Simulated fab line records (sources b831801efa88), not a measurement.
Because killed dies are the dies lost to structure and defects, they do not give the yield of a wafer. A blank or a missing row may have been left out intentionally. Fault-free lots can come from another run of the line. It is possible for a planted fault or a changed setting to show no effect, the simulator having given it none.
Which tool did it? | flow gf180mcu | 72 wafers from 24 lots sampled at 6 of the route's 602 steps

WHAT THE GAUGES SHOWED, per wafer
GF_M4_CD_MEAS_14: target cd 280 nm. Usual: 280.0 nm for cdNm, sd 0.94.
lot  | measured     | on       | cdNm (nm)         | flag
L074 | day 23 08:41 | cdSem-02 | 280.7 280.5 281.5 | 
L075 | day 23 11:00 | cdSem-02 | 280.4 279.5 279.7 | 
L076 | day 24 07:13 | cdSem-02 | 280.0 280.8 279.5 | 
L077 | day 24 09:27 | cdSem-01 | 280.8 280.7 282.4 | 
L078 | day 24 23:10 | cdSem-01 | 279.5 278.6 279.6 | 
L079 | day 25 01:10 | cdSem-02 | 279.2 279.4 279.2 | 
L080 | day 25 12:42 | cdSem-01 | 281.6 279.8 280.8 | 
L081 | day 26 01:26 | cdSem-02 | 280.3 279.7 279.2 | 
L082 | day 26 05:07 | cdSem-01 | 278.9 278.2 280.1 | 
L083 | day 26 08:39 | cdSem-01 | 280.2 278.8 279.8 | 
L084 | day 27 00:59 | cdSem-01 | 278.9 279.8 279.5 | 
L085 | day 27 05:31 | cdSem-01 | 278.0 279.2 278.6 | 
L086 | day 27 16:57 | cdSem-02 | 280.6 278.8 279.7 | 
L087 | day 27 22:07 | cdSem-02 | 279.3 279.9 278.3 | 
L088 | day 28 07:39 | cdSem-01 | 278.7 279.3 279.7 | 
L089 | day 28 16:37 | cdSem-02 | 278.8 277.9 278.5 | 
L090 | day 28 22:22 | cdSem-01 | 280.8 281.5 280.4 | 
L091 | day 29 01:00 | cdSem-02 | 280.6 280.5 280.1 | 
L092 | day 29 12:30 | cdSem-01 | 280.7 281.1 280.8 | 
L093 | day 29 15:55 | cdSem-01 | 278.4 280.1 280.3 | 
L094 | day 29 20:30 | cdSem-01 | 280.7 281.5 280.9 | 
L095 | day 30 00:46 | cdSem-02 | 282.1 281.2 281.4 | 
L096 | day 30 08:40 | cdSem-02 | 279.9 280.5 279.9 | 
L097 | day 30 16:11 | cdSem-01 | 280.1 281.1 279.9 | 

GF_PASSIVATION_THK_MEAS_01. Usual: PASSIVATION_CVD_00_THK 1004 nm, standard deviation 12.
lot  | measured     | on           | PASSIVATION_CVD_00_THK (nm) | flag
L074 | day 28 03:21 | filmMetro-03 | 998 1014 1019               | 
L075 | day 28 05:32 | filmMetro-02 | 1003 991 1023               | 
L076 | day 28 23:22 | filmMetro-03 | 999 1000 1006               | 
L077 | day 29 01:16 | filmMetro-01 | 996 1004 1015               | 
L078 | day 29 10:32 | filmMetro-01 | 1004 1011 1035              | 
L079 | day 29 13:14 | filmMetro-03 | 991 982 1003                | 
L080 | day 30 00:27 | filmMetro-03 | 1003 988 995                | 
L081 | day 30 11:52 | filmMetro-01 | 998 1004 994                | 
L082 | day 30 14:59 | filmMetro-01 | 1002 1000 1017              | 
L083 | day 30 17:58 | filmMetro-01 | 1007 998 1012               | 
L084 | day 31 08:34 | filmMetro-03 | 1004 1022 1014              | 
L085 | day 31 12:39 | filmMetro-01 | 998 1006 1001               | 
L086 | day 31 19:42 | filmMetro-03 | 1001 990 982                | 
L087 | day 32 01:15 | filmMetro-03 | 991 1003 1012               | 
L088 | day 32 10:54 | filmMetro-03 | 991 1002 1012               | 
L089 | day 32 17:42 | filmMetro-03 | 1011 1027 1007              | 
L090 | day 32 21:42 | filmMetro-01 | 1003 1021 1018              | 
L091 | day 33 01:30 | filmMetro-02 | 995 977 990                 | 
L092 | day 33 10:23 | filmMetro-03 | 1014 996 1017               | 
L093 | day 33 12:34 | filmMetro-01 | 990 979 995                 | 
L094 | day 33 18:47 | filmMetro-02 | 990 977 1010                | 
L095 | day 33 21:23 | filmMetro-01 | 985 995 1020                | 
L096 | day 34 04:22 | filmMetro-01 | 985 980 1003                | 
L097 | day 34 10:37 | filmMetro-01 | 1020 1005 1010              | 

WHAT TOOL EACH LOT RAN ON (gives the tool, then ch and the chambers of the sampled wafers, and finally the start)
lot  | GF_M2_SPUTTER_04            | GF_V3_SPUTTER_22            | GF_MIM_SPUTTER_00           | GF_V5_STRIP_18
L074 | pvdSputter-02, day 18 03:58 | pvdSputter-01, day 22 08:51 | pvdSputter-02, day 24 10:17 | plasmaAsher-01 ch 0,1, day 27 04:34
L075 | pvdSputter-03, day 18 09:50 | pvdSputter-04, day 22 11:26 | pvdSputter-02, day 24 12:32 | plasmaAsher-01 ch 0,1, day 27 06:59
L076 | pvdSputter-04, day 19 02:40 | pvdSputter-01, day 23 07:26 | pvdSputter-03, day 25 08:23 | plasmaAsher-01 ch 0,1, day 28 00:34
L077 | pvdSputter-03, day 19 08:30 | pvdSputter-04, day 23 10:19 | pvdSputter-02, day 25 11:13 | plasmaAsher-03 ch 0,1, day 28 03:50
L078 | pvdSputter-04, day 19 16:48 | pvdSputter-01, day 24 00:43 | pvdSputter-03, day 25 23:27 | plasmaAsher-01 ch 0,1, day 28 13:26
L079 | pvdSputter-02, day 19 23:13 | pvdSputter-04, day 24 02:34 | pvdSputter-01, day 26 01:26 | plasmaAsher-01 ch 0,1, day 28 16:05
L080 | pvdSputter-03, day 20 13:30 | pvdSputter-04, day 24 14:31 | pvdSputter-03, day 26 12:53 | plasmaAsher-03 ch 0,1, day 29 03:17
L081 | pvdSputter-03, day 21 01:02 | pvdSputter-01, day 25 03:08 | pvdSputter-01, day 27 01:23 | plasmaAsher-04 ch 0,1, day 29 14:52
L082 | pvdSputter-03, day 21 06:26 | pvdSputter-04, day 25 07:17 | pvdSputter-01, day 27 04:28 | plasmaAsher-03 ch 0, day 29 17:49
L083 | pvdSputter-02, day 21 10:23 | pvdSputter-01, day 25 10:28 | pvdSputter-01, day 27 08:46 | plasmaAsher-03 ch 0,1, day 29 21:10
L084 | pvdSputter-04, day 22 03:21 | pvdSputter-02, day 26 03:28 | pvdSputter-02, day 28 00:25 | plasmaAsher-03 ch 0,1, day 30 13:02
L085 | pvdSputter-02, day 22 08:46 | pvdSputter-02, day 26 07:41 | pvdSputter-02, day 28 04:56 | plasmaAsher-04 ch 0, day 30 16:22
L086 | pvdSputter-02, day 23 00:49 | pvdSputter-02, day 26 20:13 | pvdSputter-01, day 28 15:16 | plasmaAsher-04 ch 0,1, day 31 00:01
L087 | pvdSputter-03, day 23 04:22 | pvdSputter-01, day 27 00:56 | pvdSputter-03, day 28 20:28 | plasmaAsher-01 ch 0,1, day 31 06:18
L088 | pvdSputter-03, day 23 16:19 | pvdSputter-02, day 27 11:04 | pvdSputter-03, day 29 06:25 | plasmaAsher-01 ch 0,1, day 31 14:59
L089 | pvdSputter-03, day 24 02:39 | pvdSputter-04, day 27 20:59 | pvdSputter-01, day 29 14:16 | plasmaAsher-01 ch 0,1, day 31 22:37
L090 | pvdSputter-02, day 24 08:48 | pvdSputter-02, day 28 01:32 | pvdSputter-02, day 29 20:16 | plasmaAsher-03 ch 0,1, day 32 03:18
L091 | pvdSputter-04, day 24 10:48 | pvdSputter-01, day 28 04:32 | pvdSputter-01, day 29 23:20 | plasmaAsher-01 ch 0,1, day 32 06:53
L092 | pvdSputter-02, day 25 02:01 | pvdSputter-01, day 28 17:02 | pvdSputter-03, day 30 09:55 | plasmaAsher-03 ch 0,1, day 32 16:19
L093 | pvdSputter-02, day 25 06:14 | pvdSputter-02, day 28 19:58 | pvdSputter-01, day 30 13:33 | plasmaAsher-01 ch 0,1, day 32 18:40
L094 | pvdSputter-04, day 25 09:12 | pvdSputter-01, day 29 00:35 | pvdSputter-01, day 30 18:13 | plasmaAsher-04 ch 0,1, day 33 00:31
L095 | pvdSputter-03, day 25 13:06 | pvdSputter-01, day 29 04:35 | pvdSputter-02, day 30 22:28 | plasmaAsher-04 ch 0,1, day 33 03:17
L096 | pvdSputter-02, day 26 00:49 | pvdSputter-02, day 29 13:26 | pvdSputter-02, day 31 06:01 | plasmaAsher-01 ch 0,1, day 33 10:22
L097 | pvdSputter-04, day 26 07:09 | pvdSputter-01, day 29 20:30 | pvdSputter-02, day 31 13:31 | plasmaAsher-01 ch 0,1, day 33 16:55
- GF_M2_SPUTTER_04: material TiN, target thk 50 nm, time 41.7 s.
- GF_V3_SPUTTER_22: material TiN, target thk 10 nm, time 40 s.
- GF_MIM_SPUTTER_00: material Ti, target thk 37.5 nm, time 150 s.
- GF_V5_STRIP_18: strips in O2/N2.

WHAT THE TOOLS THEMSELVES READ (means of the sampled wafers that have a number; where no wafer has one, the mark that the record gives instead)
GF_M2_SPUTTER_04. Usual: 30.4 % for throttleValvePct, sd 0.77.
lot  | tool          | throttleValvePct (%) | flag
L074 | pvdSputter-02 | 29.8                 | 
L075 | pvdSputter-03 | 31.3                 | 
L076 | pvdSputter-04 | 30.3                 | 
L077 | pvdSputter-03 | 30.5                 | 
L078 | pvdSputter-04 | 30.0                 | 
L079 | pvdSputter-02 | 30.8                 | 
L080 | pvdSputter-03 | 30.6                 | 
L081 | pvdSputter-03 | 29.8                 | 
L082 | pvdSputter-03 | 31.3                 | 
L083 | pvdSputter-02 | 30.5                 | 
L084 | pvdSputter-04 | 30.5                 | 
L085 | pvdSputter-02 | 30.1                 | 
L086 | pvdSputter-02 | 30.3                 | 
L087 | pvdSputter-03 | 29.6                 | 
L088 | pvdSputter-03 | 30.1                 | 
L089 | pvdSputter-03 | 30.6                 | 
L090 | pvdSputter-02 | 30.5                 | 
L091 | pvdSputter-04 | 30.1                 | 
L092 | pvdSputter-02 | 30.7                 | 
L093 | pvdSputter-02 | 30.3                 | 
L094 | pvdSputter-04 | 30.3                 | 
L095 | pvdSputter-03 | 30.6                 | 
L096 | pvdSputter-02 | 30.1                 | 
L097 | pvdSputter-04 | 30.5                 | 

GF_V3_SPUTTER_22. Usual: 30.3 % for throttleValvePct, sd 0.54.
lot  | tool          | throttleValvePct (%) | flag
L074 | pvdSputter-01 | 30.0                 | 
L075 | pvdSputter-04 | 30.3                 | 
L076 | pvdSputter-01 | 30.3                 | 
L077 | pvdSputter-04 | 30.4                 | 
L078 | pvdSputter-01 | 30.6                 | 
L079 | pvdSputter-04 | 30.5                 | 
L080 | pvdSputter-04 | 30.5                 | 
L081 | pvdSputter-01 | 30.0                 | 
L082 | pvdSputter-04 | 30.6                 | 
L083 | pvdSputter-01 | 30.4                 | 
L084 | pvdSputter-02 | 30.0                 | 
L085 | pvdSputter-02 | 30.3                 | 
L086 | pvdSputter-02 | 30.3                 | 
L087 | pvdSputter-01 | 30.4                 | 
L088 | pvdSputter-02 | 29.9                 | 
L089 | pvdSputter-04 | 30.1                 | 
L090 | pvdSputter-02 | 29.8                 | 
L091 | pvdSputter-01 | 30.3                 | 
L092 | pvdSputter-01 | 30.2                 | 
L093 | pvdSputter-02 | 30.5                 | 
L094 | pvdSputter-01 | 30.3                 | 
L095 | pvdSputter-01 | 30.4                 | 
L096 | pvdSputter-02 | 30.5                 | 
L097 | pvdSputter-01 | 30.0                 | 

GF_MIM_SPUTTER_00. Usual: 30.3 % for throttleValvePct, sd 0.72.
lot  | tool          | throttleValvePct (%) | flag
L074 | pvdSputter-02 | 30.4                 | 
L075 | pvdSputter-02 | 30.6                 | 
L076 | pvdSputter-03 | 29.7                 | 
L077 | pvdSputter-02 | 30.5                 | 
L078 | pvdSputter-03 | 30.2                 | 
L079 | pvdSputter-01 | 29.6                 | 
L080 | pvdSputter-03 | 30.5                 | 
L081 | pvdSputter-01 | 30.3                 | 
L082 | pvdSputter-01 | 29.9                 | 
L083 | pvdSputter-01 | 30.9                 | 
L084 | pvdSputter-02 | 30.1                 | 
L085 | pvdSputter-02 | 30.4                 | 
L086 | pvdSputter-01 | 30.4                 | 
L087 | pvdSputter-03 | 29.7                 | 
L088 | pvdSputter-03 | 29.5                 | 
L089 | pvdSputter-01 | 30.6                 | 
L090 | pvdSputter-02 | 29.7                 | 
L091 | pvdSputter-01 | 30.3                 | 
L092 | pvdSputter-03 | 30.2                 | 
L093 | pvdSputter-01 | 30.1                 | 
L094 | pvdSputter-01 | 30.5                 | 
L095 | pvdSputter-02 | 30.5                 | 
L096 | pvdSputter-02 | 30.7                 | 
L097 | pvdSputter-02 | 29.9                 | 

GF_V5_STRIP_18. Usual: drypumpMotorCurrentA 5.7 A, standard deviation 0.3; heaterPowerW 358 W, standard deviation 28; oesProductAu 0.569 a.u., standard deviation 0.0049.
lot  | tool           | drypumpMotorCurrentA (A) | heaterPowerW (W) | oesProductAu (a.u.) | flag
L074 | plasmaAsher-01 | 5.9                      | 376              | 0.566               | 
L075 | plasmaAsher-01 | 5.8                      | 353              | 0.568               | 
L076 | plasmaAsher-01 | 5.8                      | 352              | 0.568               | 
L077 | plasmaAsher-03 | 5.7                      | 360              | 0.571               | 
L078 | plasmaAsher-01 | 5.9                      | 373              | 0.572               | 
L079 | plasmaAsher-01 | 5.7                      | 347              | 0.568               | 
L080 | plasmaAsher-03 | 5.7                      | 361              | 0.572               | 
L081 | plasmaAsher-04 | 5.5                      | 338              | 0.566               | 
L082 | plasmaAsher-03 | 5.9                      | 358              | 0.569               | 
L083 | plasmaAsher-03 | 5.7                      | 364              | 0.563               | 
L084 | plasmaAsher-03 | 5.7                      | 357              | 0.567               | 
L085 | plasmaAsher-04 | 5.5                      | 340              | 0.575               | 
L086 | plasmaAsher-04 | 5.5                      | 341              | 0.572               | 
L087 | plasmaAsher-01 | 5.8                      | 344              | 0.570               | 
L088 | plasmaAsher-01 | 5.9                      | 371              | 0.569               | 
L089 | plasmaAsher-01 | 5.9                      | 371              | 0.566               | 
L090 | plasmaAsher-03 | 5.7                      | 367              | 0.567               | 
L091 | plasmaAsher-01 | 5.7                      | 351              | 0.565               | 
L092 | plasmaAsher-03 | 5.5                      | 364              | 0.570               | 
L093 | plasmaAsher-01 | 5.8                      | 344              | 0.571               | 
L094 | plasmaAsher-04 | 5.5                      | 355              | 0.567               | 
L095 | plasmaAsher-04 | 5.5                      | 342              | 0.570               | 
L096 | plasmaAsher-01 | 5.9                      | 378              | 0.571               | 
L097 | plasmaAsher-01 | 5.8                      | 345              | 0.569               | 

THE ANSWER, worked out from the rows above alone
Rule: lot off if the mean of its wafers having a number is beyond 3 standard deviations from the usual mean. Also off: a lot with no number at a reading for which 4 or more lots have one. Where the step has rows for the other lots, those lots are counted as sound. Order of review: gauges by route order, followed by the tools' own readings, for which a lot's mean as printed above is used. At the first step where some lot is off, the reading lying furthest off is the one used; lots without a number count as furthest.
Nothing can be told from this: no lot is off at any reading shown.

WHAT HAD BEEN PUT IN BY THE SIMULATOR
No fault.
